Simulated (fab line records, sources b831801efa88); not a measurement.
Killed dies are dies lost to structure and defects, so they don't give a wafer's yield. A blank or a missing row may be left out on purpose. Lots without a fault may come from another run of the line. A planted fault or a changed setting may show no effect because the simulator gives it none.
fab line records | flow sky130
record lots=6 wafers=17 last_day=50
route steps=708 shown RES_XHIGH@336 SD_N@342 PAD_OPEN@708
lots that met no fault: from a run of the same line without faults
start_h: hours from the record's first day to the start of the lot's first wafer shown | wait_h: hours since the lot's step before | " the same as in the row above | L1.1+2: a row that stands for several wafers | - no value, or no start given | * or withheld: withheld | < > ~ a bound
route shown NAME@n: a module of which the file shows steps, and the number in the route of the first | usual: mean/standard deviation of fault-free wafers | same: alike in all rows | chamber/n: place in a boat | sites: the reading at each site | _std_site: their standard deviation | _edge_site: outer sites' mean less inner sites' | radius_mm: how far each site lies from the wafer's centre | mask NAME#n: copy n | behind: the tool/chamber that last shaped the wafer | hold: why the lot was held/for how many hours/how that ended | device: the transistor (n, p or np) that didn't switch | end of line: the same wafers' tests at the end of the route | a step without rows: its recipe alone | killed: dies lost to structure and defects at the first sort, not the wafer's yield | map: a wafer's dies, x killed, . not, _ none there
set.NAME: the setting as run; set.NAME@STEP: as run at that earlier step | model.NAME: the simulator's own value behind a step, which no gauge read
lots at some steps of the route; a table a step, a row a wafer
services: from which hour (start_h, from the record's first day; less than 0 if before it) a tool's chamber was out of use, for how many hours, and why
## steps
# step SKY_RES_XHIGH_EXPOSE_04
# recipe mask_id=URPM na=0.6 source_shape=conventional sigma_outer=0.6 polarization=unpolarized target_cd_nm=1270 dose_mj=140
# step SKY_RES_XHIGH_PEB_05
# recipe temp_c=withheld time_s=* resist=NOVOLAK
# step SKY_RES_XHIGH_DEVELOP_06
# recipe resist=NOVOLAK developer=TMAH develop_time_s=60 dev_temp_c=23
# step SKY_RES_XHIGH_IMPLANT_07
# recipe species=BF2 energy_kev=20 dose_cm2=3.6e+14 tilt_deg=0
# step SKY_RES_XHIGH_STRIP_08
# recipe chemistry=O2/N2 power_w=1400 pressure_mtorr=1500 platen_temp_c=withheld o2_flow_sccm=3000 n2_flow_sccm=300 overash_fraction=0.5
# usual drypump_motor_current_A=5.4/0.3 o2_flow_sccm=3000/9.8 oes_product_au=0.712/0.0046 strip_time_to_endpoint_s=14.28/0.035
# columns lot.wafer tool chamber start_h wait_h drypump_motor_current_A o2_flow_sccm oes_product_au rf_hours_counter_h strip_time_to_endpoint_s
L348.3 plasma_asher-04 0 636.24 0.1 5.1 2996 0.710 - 14.25
L348.4 " 1 " " 5.9 2989 0.711 - 14.23
L348.6 " 0 " " 5.1 3003 0.717 - 14.26
L349.1 plasma_asher-02 1 642.95 0.1 5.7 3016 0.707 94 14.26
L349.3 " 0 " " 5.1 2994 0.712 - 14.31
L349.6 " 0 " " 5.1 3004 0.706 - 14.28
L351.4 plasma_asher-04 0 678.49 0.1 5.1 3003 0.715 - 14.28
L351.6 " 1 " " 5.8 2999 0.707 - 14.37
L353.2 plasma_asher-03 1 681.65 0.1 5.3 3000 0.710 55 14.24
L353.3 " 1 " " 5.3 2996 0.706 - 14.31
L353.6 " 0 " " 5.3 3009 0.708 - 14.29
L368.1 plasma_asher-03 1 795.40 0.1 5.3 3001 0.712 66 14.28
L368.3 " 0 " " 5.3 2996 0.725 - 14.33
L368.6 " 1 " " 5.2 3016 0.716 - 14.29
L369.2 plasma_asher-03 0 798.20 0.1 5.3 3003 0.714 67 14.33
L369.5 " 1 " " 5.3 2989 0.712 - 14.30
L369.6 " 0 " " 5.3 3007 0.710 - 14.35
# step SKY_RES_XHIGH_TW_MEAS_09
# usual RES_XHIGH_TW=1646/12
# columns lot.wafer tool chamber start_h wait_h RES_XHIGH_TW
L348.3 film_metro-01 - 636.32 0.1 1639
L348.4 " - " " 1635
L348.6 " - " " 1630
L349.1 film_metro-03 - 643.05 0.1 1656
L349.3 " - " " 1652
L349.6 " - " " 1653
L351.4 film_metro-03 - 678.58 0.1 1672
L351.6 " - " " 1667
L353.2 film_metro-03 - 681.76 0.1 1653
L353.3 " - " " 1670
L353.6 " - " " 1668
L368.1 film_metro-02 - 795.50 0.1 1632
L368.3 " - " " 1636
L368.6 " - " " 1630
L369.2 film_metro-01 - 798.31 0.1 1639
L369.5 " - " " 1637
L369.6 " - " " 1632
# step SKY_SD_N_DEHYDRATE_00
# recipe temp_c=200 time_s=60
# step SKY_SD_N_HMDS_01
# recipe prime_time_s=60 prime_temp_c=120
# step SKY_SD_N_COAT_02
# recipe resist=NOVOLAK spin_rpm=3000 resist_thk_nm=1140
# step SKY_SD_N_SOFTBAKE_03
# recipe temp_c=90 time_s=60 resist=NOVOLAK
# step SKY_SD_N_EXPOSE_04
# recipe mask_id=NSDM na=0.6 source_shape=conventional sigma_outer=0.6 polarization=unpolarized target_cd_nm=380 dose_mj=141
# step SKY_SD_N_PEB_05
# recipe temp_c=withheld time_s=* resist=NOVOLAK
# step SKY_SD_N_DEVELOP_06
# recipe resist=NOVOLAK developer=TMAH develop_time_s=60 dev_temp_c=23
# columns lot.wafer tool chamber start_h wait_h
L348.3+4+6 litho_track-03 0 665.07 0.1
L349.1+3+6 litho_track-03 0 671.72 0.1
L351.4+6 litho_track-03 0 705.85 0.1
L353.2+3+6 litho_track-03 0 709.65 0.1
L368.1+3+6 litho_track-01 0 821.26 0.1
L369.2+5+6 litho_track-04 0 825.37 0.1
# step SKY_SD_N_CD_MEAS_07
# recipe target_cd_nm=380
# usual cd_nm=380.6/2.7
# columns lot.wafer tool chamber start_h wait_h cd_nm
L348.3 cd_sem-02 - 665.21 0.1 379.1
L348.4 " - " " 380.0
L348.6 " - " " 378.7
L349.1 cd_sem-02 - 671.87 0.1 382.7
L349.3 " - " " 382.9
L349.6 " - " " 381.2
L351.4 cd_sem-02 - 705.98 0.1 387.0
L351.6 " - " " -
L353.2 cd_sem-02 - 709.79 0.1 375.5
L353.3 " - " " 374.0
L353.6 " - " " -
L368.1 cd_sem-01 - 821.41 0.1 380.4
L368.3 " - " " 379.1
L368.6 " - " " 380.3
L369.2 cd_sem-02 - 825.52 0.1 381.6
L369.5 " - " " 381.8
L369.6 " - " " 381.1
# step SKY_SD_N_OVL_MEAS_08
# usual SD_N_OVL=0.2/1.5
# columns lot.wafer tool chamber start_h wait_h SD_N_OVL[nm]
L348.3 overlay-01 - 665.30 0.1 -0.6
L348.4 " - " " -0.9
L348.6 " - " " 0.0
L349.1 overlay-01 - 671.99 0.1 -0.2
L349.3 " - " " -0.3
L349.6 " - " " -1.0
L351.4 overlay-01 - 706.06 0.1 -0.9
L351.6 " - " " -
L353.2 overlay-02 - 709.90 0.1 1.4
L353.3 " - " " 0.7
L353.6 " - " " -
L368.1 overlay-02 - 821.53 0.1 0.1
L368.3 " - " " 1.7
L368.6 " - " " 2.3
L369.2 overlay-01 - 825.62 0.1 0.2
L369.5 " - " " 0.9
L369.6 " - " " -0.2
# step SKY_SD_N_IMPLANT_09
# recipe species=As energy_kev=50 dose_cm2=4e+15 tilt_deg=0
# step SKY_SD_N_IMPLANT_10
# recipe species=P energy_kev=20 dose_cm2=1e+14 tilt_deg=0
# step SKY_SD_N_STRIP_11
# recipe chemistry=O2/N2 power_w=1400 pressure_mtorr=1500 platen_temp_c=withheld o2_flow_sccm=3000 n2_flow_sccm=300 overash_fraction=0.5
# usual drypump_motor_current_A=5.4/0.37 o2_flow_sccm=3001/8.5 oes_product_au=0.527/0.0046 strip_time_to_endpoint_s=22.55/0.044
# columns lot.wafer tool chamber start_h wait_h drypump_motor_current_A o2_flow_sccm oes_product_au rf_hours_counter_h strip_time_to_endpoint_s
L348.3 plasma_asher-04 0 665.66 0.1 5.1 2985 0.523 - 22.56
L348.4 " 1 " " 5.8 3003 0.541 - 22.55
L348.6 " 1 " " 5.8 3011 0.529 - 22.57
L349.1 plasma_asher-01 0 672.41 0.1 6.1 3001 0.524 22 22.51
L349.3 " 1 " " 5.0 2999 0.527 - 22.48
L349.6 " 0 " " 6.1 3001 0.514 - 22.55
L351.4 plasma_asher-03 1 706.41 0.1 5.3 3006 0.526 - 22.50
L351.6 " 1 " " 5.2 2990 0.531 - 22.50
L353.2 plasma_asher-03 1 710.23 0.1 5.2 2993 0.533 58 22.58
L353.3 " 1 " " 5.2 2990 0.526 - 22.60
L353.6 " 1 " " 5.2 2997 0.525 - 22.57
L368.1 plasma_asher-01 0 821.87 0.1 6.1 2990 0.532 37 22.58
L368.3 " 1 " " 5.0 3007 0.523 - 22.59
L368.6 " 0 " " 6.1 2996 0.540 - 22.60
L369.2 plasma_asher-03 1 825.95 0.1 5.3 3008 0.530 70 22.57
L369.5 " 1 " " 5.3 2998 0.531 - 22.57
L369.6 " 0 " " 5.3 3000 0.529 - 22.53
# step SKY_SD_N_TW_MEAS_12
# usual SD_N_TW=3989/26
# columns lot.wafer tool chamber start_h wait_h SD_N_TW
L348.3 film_metro-03 - 665.75 0.1 3994
L348.4 " - " " 3993
L348.6 " - " " 4007
L349.1 film_metro-02 - 672.60 0.2 4006
L349.3 " - " " 4012
L349.6 " - " " 3972
L351.4 film_metro-03 - 706.51 0.1 4008
L351.6 " - " " 30
L353.2 film_metro-01 - 710.34 0.1 3978
L353.3 " - " " 3964
L353.6 " - " " 30
L368.1 film_metro-03 - 821.97 0.1 4008
L368.3 " - " " 4017
L368.6 " - " " 4004
L369.2 film_metro-03 - 826.06 0.1 4035
L369.5 " - " " 4047
L369.6 " - " " 4027
# step SKY_SD_N_CLEAN_13
# recipe chemistry=SC1/SC2 mix=1:4:20 temp_c=70 time_s=150 dry=n2_spin
# step SKY_PAD_OPEN_PROBE_99
# usual killed_at_M0_to_M3=43/6.6 killed_at_M4_up=2.9/1.6 killed_at_contacts=24/4.9 killed_at_front_end=15/4.5 killed_at_other=0.2/0.45 killed_dies=86/8.8 killed_on_rim=16/4.2 killed_open=48/6.4 killed_short=38/5.6
# same gross_dies=492 killed_at_back_side=0
# columns lot.wafer tool chamber start_h wait_h killed_at_M0_to_M3 killed_at_M4_up killed_at_contacts killed_at_front_end killed_at_other killed_dies killed_on_rim killed_open killed_short
L348.3 prober-02 - 1092.89 0.2 50 2 24 14 1 91 16 49 42
L348.4 prober-02 - 1092.94 0.2 60 2 22 13 0 97 12 54 43
L348.6 prober-02 - 1093.04 0.2 41 5 26 13 1 86 15 54 32
L349.1 prober-01 - 1097.07 0.1 34 3 30 12 0 79 18 48 31
L349.3 prober-01 - 1097.17 0.2 44 2 28 13 0 87 13 44 43
L349.6 prober-01 - 1097.32 0.2 38 3 18 13 0 72 6 40 32
L351.4 prober-01 - 1124.89 0.2 50 2 26 9 0 87 22 50 37
L351.6 prober-01 - 1124.99 0.2 37 5 31 418 1 492 96 59 27
L353.2 prober-02 - 1124.98 0.1 38 0 21 13 0 72 16 41 31
L353.3 prober-02 - 1125.03 0.2 39 6 29 15 0 89 21 51 38
L353.6 prober-02 - 1125.18 0.2 37 0 22 433 0 492 96 46 30
L368.1 prober-01 - 1202.84 0.1 39 1 27 13 0 80 17 45 35
L368.3 prober-01 - 1202.94 0.2 53 1 24 14 1 93 12 53 40
L368.6 prober-01 - 1203.09 0.2 55 0 30 11 0 96 14 55 41
L369.2 prober-02 - 1203.83 0.1 27 2 21 6 0 56 9 31 25
L369.5 prober-02 - 1203.98 0.2 44 6 29 5 0 84 13 49 35
L369.6 prober-02 - 1204.03 0.2 34 2 26 9 0 71 18 35 36
# killed by level:class
L348.3 VIA1:geometric_particle:open=13 CONTACT:geometric_particle:open=13 CONTACT:geometric_particle:short=8 VIA1:geometric_particle:short=7 VIA2:geometric_particle:open=7 POLY_GATE:geometric_particle:short=4 METAL1:geometric_particle:short=4 METAL2:geometric_particle:short=4
L348.4 VIA1:geometric_particle:open=17 CONTACT:geometric_particle:open=9 METAL1:geometric_particle:short=9 LI_CONTACT:geometric_particle:open=7 VIA2:geometric_particle:short=7 VIA2:geometric_particle:open=6 POLY_GATE:geometric_particle:open=5 VIA3:geometric_particle:short=5
L348.6 VIA1:geometric_particle:open=13 CONTACT:geometric_particle:open=11 LI_CONTACT:geometric_particle:open=7 VIA3:geometric_particle:open=6 POLY_GATE:geometric_particle:short=5 VIA2:geometric_particle:open=5 METAL4:geometric_particle:short=5 FIELD_ISO:geometric_particle:open=4
L349.1 LI_CONTACT:geometric_particle:open=10 CONTACT:geometric_particle:open=9 VIA3:geometric_particle:open=8 VIA1:geometric_particle:open=6 VIA2:geometric_particle:short=5 CONTACT:geometric_particle:short=4 FIELD_ISO:geometric_particle:short=3 POLY_GATE:geometric_particle:open=3
L349.3 CONTACT:geometric_particle:open=13 VIA1:geometric_particle:open=11 LOCAL_INTERCONNECT:geometric_particle:short=7 METAL1:geometric_particle:short=6 METAL2:geometric_particle:short=6 VIA2:geometric_particle:open=6 FIELD_ISO:geometric_particle:short=5 VIA3:geometric_particle:open=5
L349.6 VIA1:geometric_particle:open=11 CONTACT:geometric_particle:open=8 VIA1:geometric_particle:short=5 METAL2:geometric_particle:short=5 FIELD_ISO:geometric_particle:open=4 FIELD_ISO:geometric_particle:short=3 LI_CONTACT:geometric_particle:open=3 LOCAL_INTERCONNECT:geometric_particle:open=3
L351.4 LI_CONTACT:geometric_particle:open=10 VIA1:geometric_particle:open=10 VIA1:geometric_particle:short=8 CONTACT:geometric_particle:open=7 VIA3:geometric_particle:open=7 VIA2:geometric_particle:open=7 METAL2:geometric_particle:short=5 VIA2:geometric_particle:short=4
L353.2 VIA3:geometric_particle:open=11 CONTACT:geometric_particle:open=7 METAL2:geometric_particle:short=5 CONTACT:geometric_particle:short=4 VIA1:geometric_particle:open=4 METAL1:geometric_particle:short=4 VIA2:geometric_particle:open=4 FIELD_ISO:geometric_particle:short=3
L351.6 SD_N:area_develop=406 CONTACT:geometric_particle:open=12 VIA1:geometric_particle:open=11 LI_CONTACT:geometric_particle:open=10 VIA3:geometric_particle:open=7 CONTACT:geometric_particle:short=5 VIA2:geometric_particle:open=5 POLY_GATE:geometric_particle:open=4
L353.3 CONTACT:geometric_particle:open=18 VIA2:geometric_particle:open=9 VIA3:geometric_particle:open=8 POLY_GATE:geometric_particle:short=6 METAL4:geometric_particle:short=5 FIELD_ISO:geometric_particle:short=4 METAL1:geometric_particle:short=4 LI_CONTACT:geometric_particle:open=3
L353.6 SD_N:area_develop=416 VIA2:geometric_particle:open=8 LI_CONTACT:geometric_particle:open=7 CONTACT:geometric_particle:open=6 POLY_GATE:geometric_particle:open=5 VIA3:geometric_particle:open=5 SPACER:geometric_particle:short=4 METAL2:geometric_particle:short=4
L368.1 VIA1:geometric_particle:open=14 CONTACT:geometric_particle:open=8 LI_CONTACT:geometric_particle:open=7 FIELD_ISO:geometric_particle:short=6 METAL1:geometric_particle:short=6 CONTACT:geometric_particle:short=5 VIA1:geometric_particle:short=4 FIELD_ISO:geometric_particle:open=3
L368.3 VIA1:geometric_particle:open=16 CONTACT:geometric_particle:open=8 FIELD_ISO:geometric_particle:short=6 VIA2:geometric_particle:short=6 LOCAL_INTERCONNECT:geometric_particle:short=6 VIA3:geometric_particle:open=6 VIA2:geometric_particle:open=6 CONTACT:geometric_particle:short=4
L368.6 CONTACT:geometric_particle:open=11 VIA1:geometric_particle:open=11 VIA2:geometric_particle:open=10 METAL2:geometric_particle:short=8 VIA3:geometric_particle:open=8 LI_CONTACT:geometric_particle:open=6 METAL1:geometric_particle:short=6 LOCAL_INTERCONNECT:geometric_particle:short=5
L369.2 VIA1:geometric_particle:open=7 LI_CONTACT:geometric_particle:open=6 VIA2:geometric_particle:open=6 CONTACT:geometric_particle:open=5 LI_CONTACT:geometric_particle:short=4 METAL1:geometric_particle:short=4 LOCAL_INTERCONNECT:geometric_particle:short=3 VIA1:geometric_particle:short=3
L369.5 VIA1:geometric_particle:open=14 CONTACT:geometric_particle:open=10 VIA2:geometric_particle:open=10 LI_CONTACT:geometric_particle:open=9 VIA1:geometric_particle:short=6 METAL4:geometric_particle:short=5 LOCAL_INTERCONNECT:geometric_particle:short=4 METAL1:geometric_particle:short=4
L369.6 CONTACT:geometric_particle:open=11 VIA1:geometric_particle:open=8 CONTACT:geometric_particle:short=6 METAL2:geometric_particle:short=6 VIA3:geometric_particle:open=5 LI_CONTACT:geometric_particle:short=4 LI_CONTACT:geometric_particle:open=4 VIA2:geometric_particle:short=4
# map L351.6 (x killed, . not)
__________xxxxxxxxxx_________
________xxxxxxxxxxxxxx_______
______xxxxxxxxxxxxxxxxxx_____
_____xxxxxxxxxxxxxxxxxxxx____
____xxxxxxxxxxxxxxxxxxxxxx___
___xxxxxxxxxxxxxxxxxxxxxxxx__
__xxxxxxxxxxxxxxxxxxxxxxxxxx_
_xxxxxxxxxxxxxxxxxxxxxxxxxxxx
_xxxxxxxxxxxxxxxxxxxxxxxxxxxx
_xxxxxxxxxxxxxxxxxxxxxxxxxxxx
_xxxxxxxxxxxxxxxxxxxxxxxxxxxx
_xxxxxxxxxxxxxxxxxxxxxxxxxxxx
_xxxxxxxxxxxxxxxxxxxxxxxxxxxx
_xxxxxxxxxxxxxxxxxxxxxxxxxxxx
_xxxxxxxxxxxxxxxxxxxxxxxxxxxx
__xxxxxxxxxxxxxxxxxxxxxxxxxx_
___xxxxxxxxxxxxxxxxxxxxxxxx__
____xxxxxxxxxxxxxxxxxxxxxx___
_____xxxxxxxxxxxxxxxxxxxx____
______xxxxxxxxxxxxxxxxxx_____
________xxxxxxxxxxxxxx_______
__________xxxxxxxxxx_________
# map L353.6 (x killed, . not)
__________xxxxxxxxxx_________
________xxxxxxxxxxxxxx_______
______xxxxxxxxxxxxxxxxxx_____
_____xxxxxxxxxxxxxxxxxxxx____
____xxxxxxxxxxxxxxxxxxxxxx___
___xxxxxxxxxxxxxxxxxxxxxxxx__
__xxxxxxxxxxxxxxxxxxxxxxxxxx_
_xxxxxxxxxxxxxxxxxxxxxxxxxxxx
_xxxxxxxxxxxxxxxxxxxxxxxxxxxx
_xxxxxxxxxxxxxxxxxxxxxxxxxxxx
_xxxxxxxxxxxxxxxxxxxxxxxxxxxx
_xxxxxxxxxxxxxxxxxxxxxxxxxxxx
_xxxxxxxxxxxxxxxxxxxxxxxxxxxx
_xxxxxxxxxxxxxxxxxxxxxxxxxxxx
_xxxxxxxxxxxxxxxxxxxxxxxxxxxx
__xxxxxxxxxxxxxxxxxxxxxxxxxx_
___xxxxxxxxxxxxxxxxxxxxxxxx__
____xxxxxxxxxxxxxxxxxxxxxx___
_____xxxxxxxxxxxxxxxxxxxx____
______xxxxxxxxxxxxxxxxxx_____
________xxxxxxxxxxxxxx_______
__________xxxxxxxxxx_________
## services
# columns tool chamber start_h hours kind
plasma_asher-02 - 698.84 2.2 repair
plasma_asher-04 - 703.91 2.8 pm
plasma_asher-02 - 733.75 9.0 pm
plasma_asher-02 0 733.75 9.0 vent_cycle
plasma_asher-02 1 733.75 9.0 vent_cycle
plasma_asher-01 - 735.68 1.2 repair
plasma_asher-02 0 742.75 - clean
plasma_asher-02 1 742.75 - clean
plasma_asher-02 - 762.01 2.1 repair
## key
first_sign step=SKY_SD_N_CD_MEAS_07 reading=cd_nm direction=missing
effect step=SKY_SD_N_OVL_MEAS_08 reading=SD_N_OVL direction=missing
effect step=SKY_SD_N_TW_MEAS_12 reading=SD_N_TW direction=down sigmas=99+ usual=3989 struck=30
effect step=SKY_PAD_OPEN_PROBE_99 reading=killed_at_front_end direction=up sigmas=92 usual=15 struck=426
more_kills_born_at SKY_SD_N_DEVELOP_06@litho_track-03=822
met_at SKY_SD_N_DEVELOP_06
struck_wafers L351.6,L353.6
tester_left_out L351,L353
onset_between 671.72 705.85
fault kind=process_parameter_drift tool=litho_track-03 chamber=- onset_h=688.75 steps=SKY_SD_N_DEVELOP_06 channel=develop_time_s offset=* shape=step end_h=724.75 scope=struck_wafers_only acts_in=* stated=*
# tester_left_out: of these lots the tester's yield and bins aren't shown, on N5 and GAA mostly nor the transistor test; their killed dies are dies lost to structure and defects alone, not to doping, threshold or leakage, so they don't give the yield
